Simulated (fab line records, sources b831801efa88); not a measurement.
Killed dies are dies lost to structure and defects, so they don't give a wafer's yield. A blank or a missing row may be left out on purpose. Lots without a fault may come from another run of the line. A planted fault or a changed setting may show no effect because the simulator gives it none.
Which tool did it? | flow sfq_line | 14 lots, 40 wafers sampled, at 3 steps of a route of 325

WHAT THE GAUGES READ, wafer by wafer
The record holds no reading of a measuring or inspecting step that can be judged against a usual standard deviation.

WHICH TOOL RAN EACH LOT (tool, then ch and the chambers of the sampled wafers, then the start)
lot  | SFQ_TRILAYER_I2_CMP_CMP_064   | SFQ_TRILAYER_I2_METRO_MEASURE_065 | SFQ_TRILAYER_I2_VIA_ETCH_VIA_ETCH_070
L246 | cmp-01 ch 1,2, day 22 23:46   | film_metro-02, day 23 02:53       | rie_diel-03 ch 2,3, day 29 13:56
L248 | cmp-01 ch 1,3, day 23 11:47   | film_metro-01, day 23 15:07       | rie_diel-03 ch 1,3, day 30 00:32
L250 | cmp-01 ch 2,3, day 23 23:47   | film_metro-01, day 24 02:55       | rie_diel-01 ch 0,1,2, day 30 15:41
L251 | cmp-02 ch 0,2,3, day 24 04:04 | film_metro-04, day 24 06:17       | rie_diel-03 ch 0,3, day 30 18:05
L252 | cmp-01 ch 2,3, day 24 05:28   | film_metro-02, day 24 08:29       | rie_diel-01 ch 0,1,3, day 30 20:29
L259 | cmp-01 ch 0,3, day 35 00:47   | film_metro-01, day 35 04:18       | rie_diel-02 ch 0,1,3, day 40 17:59
L260 | cmp-01 ch 0,3, day 35 07:17   | film_metro-04, day 35 10:30       | rie_diel-03 ch 1,3, day 40 21:35
L262 | cmp-01 ch 0, day 35 21:47     | film_metro-04, day 36 00:54       | rie_diel-02 ch 1,3, day 41 03:35
L263 | cmp-02 ch 0,1,2, day 38 12:07 | film_metro-01, day 38 14:38       | rie_diel-03 ch 2,3, day 42 23:59
L264 | cmp-02 ch 0,2,3, day 38 14:07 | film_metro-04, day 38 17:14       | rie_diel-01 ch 0,1,2, day 43 02:23
L265 | cmp-01 ch 0,2,3, day 39 05:17 | film_metro-04, day 39 06:54       | rie_diel-01 ch 0,1,2, day 43 21:19
L266 | cmp-02 ch 0,2, day 39 09:07   | film_metro-02, day 39 12:14       | rie_diel-03 ch 0,3, day 44 00:55
L267 | cmp-01 ch 1,2,3, day 39 10:47 | film_metro-04, day 39 12:54       | rie_diel-02 ch 0,1,2, day 44 02:07
L268 | cmp-01 ch 0,1,3, day 39 12:47 | film_metro-02, day 39 16:06       | rie_diel-01 ch 0,1,2, day 44 03:19
- SFQ_TRILAYER_I2_CMP_CMP_064: polishes SiO2.
- SFQ_TRILAYER_I2_METRO_MEASURE_065
- SFQ_TRILAYER_I2_VIA_ETCH_VIA_ETCH_070: etches SiO2 in CHF3, stops on Nb, target depth 260 nm.

WHAT THE TOOLS THEMSELVES READ (means of the sampled wafers that have a number; where no wafer has one, the mark that the record gives instead)
SFQ_TRILAYER_I2_CMP_CMP_064.
lot  | tool   | motor_current_A (A) | time_to_endpoint_s (s)
L246 | cmp-01 | 10.7                | 209
L248 | cmp-01 | 11.5                | 212
L250 | cmp-01 | 10.8                | 213
L251 | cmp-02 | 9.5                 | 217
L252 | cmp-01 | 10.2                | 216
L259 | cmp-01 | 11.2                | 219
L260 | cmp-01 | 11.3                | 224
L262 | cmp-01 | 11.1                | 223
L263 | cmp-02 | 9.8                 | 210
L264 | cmp-02 | 9.6                 | 206
L265 | cmp-01 | 10.9                | 216
L266 | cmp-02 | 9.5                 | 213
L267 | cmp-01 | 11.1                | 219
L268 | cmp-01 | 11.7                | 215

SFQ_TRILAYER_I2_METRO_MEASURE_065.
lot  | tool          | thk_nm (nm)
L246 | film_metro-02 | 200.5
L248 | film_metro-01 | 201.3
L250 | film_metro-01 | 200.5
L251 | film_metro-04 | 201.1
L252 | film_metro-02 | 200.7
L259 | film_metro-01 | 193.1
L260 | film_metro-04 | 190.6
L262 | film_metro-04 | 200.7
L263 | film_metro-01 | 198.8
L264 | film_metro-04 | 199.0
L265 | film_metro-04 | 200.5
L266 | film_metro-02 | 198.5
L267 | film_metro-04 | 200.9
L268 | film_metro-02 | 199.9

SFQ_TRILAYER_I2_VIA_ETCH_VIA_ETCH_070.
lot  | tool        | drypump_motor_current_A (A) | oes_product_au (a.u.)
L246 | rie_diel-03 | 6.1                         | 0.854
L248 | rie_diel-03 | 5.6                         | 0.856
L250 | rie_diel-01 | 5.3                         | 0.858
L251 | rie_diel-03 | 5.2                         | 0.857
L252 | rie_diel-01 | 5.6                         | 0.859
L259 | rie_diel-02 | 5.7                         | 0.835
L260 | rie_diel-03 | 5.8                         | 0.835
L262 | rie_diel-02 | 5.3                         | 0.855
L263 | rie_diel-03 | 6.1                         | 0.853
L264 | rie_diel-01 | 5.3                         | 0.850
L265 | rie_diel-01 | 5.3                         | 0.859
L266 | rie_diel-03 | 5.1                         | 0.853
L267 | rie_diel-02 | 5.6                         | 0.855
L268 | rie_diel-01 | 5.3                         | 0.854

THE ANSWER, worked out from the rows above alone
Rule: what is usual is taken from the lots themselves. Put in order of their means at a reading, lots are off if they are a third of the lots or fewer, leave a main group of 4 or more, and stand apart from it by a gap of 3 or more times the standard deviation of the main group's means; of several such gaps the widest counts. A main group whose means are all the same, to the digits that the tables above print for the reading, isn't used. A lot without any number at a reading at which 4 lots or more have one is off too. The other lots that the step has rows for count as sound. The gauges are gone through in route order, then the tools' own readings, and for those a lot's mean is taken as printed above. The first step at which some lot is off is used, and at that step the reading that is off furthest; a lot without a number counts as furthest.
Off: L259, L260, at SFQ_TRILAYER_I2_METRO_MEASURE_065 (thk_nm). The main group: mean 200.2 nm, standard deviation 0.9.
A tool fits if, at that step or a process step before it, it ran every lot that is off, and no sound lot after the first of them. None of those tried fits.

WHAT THE SIMULATOR HAD PUT IN
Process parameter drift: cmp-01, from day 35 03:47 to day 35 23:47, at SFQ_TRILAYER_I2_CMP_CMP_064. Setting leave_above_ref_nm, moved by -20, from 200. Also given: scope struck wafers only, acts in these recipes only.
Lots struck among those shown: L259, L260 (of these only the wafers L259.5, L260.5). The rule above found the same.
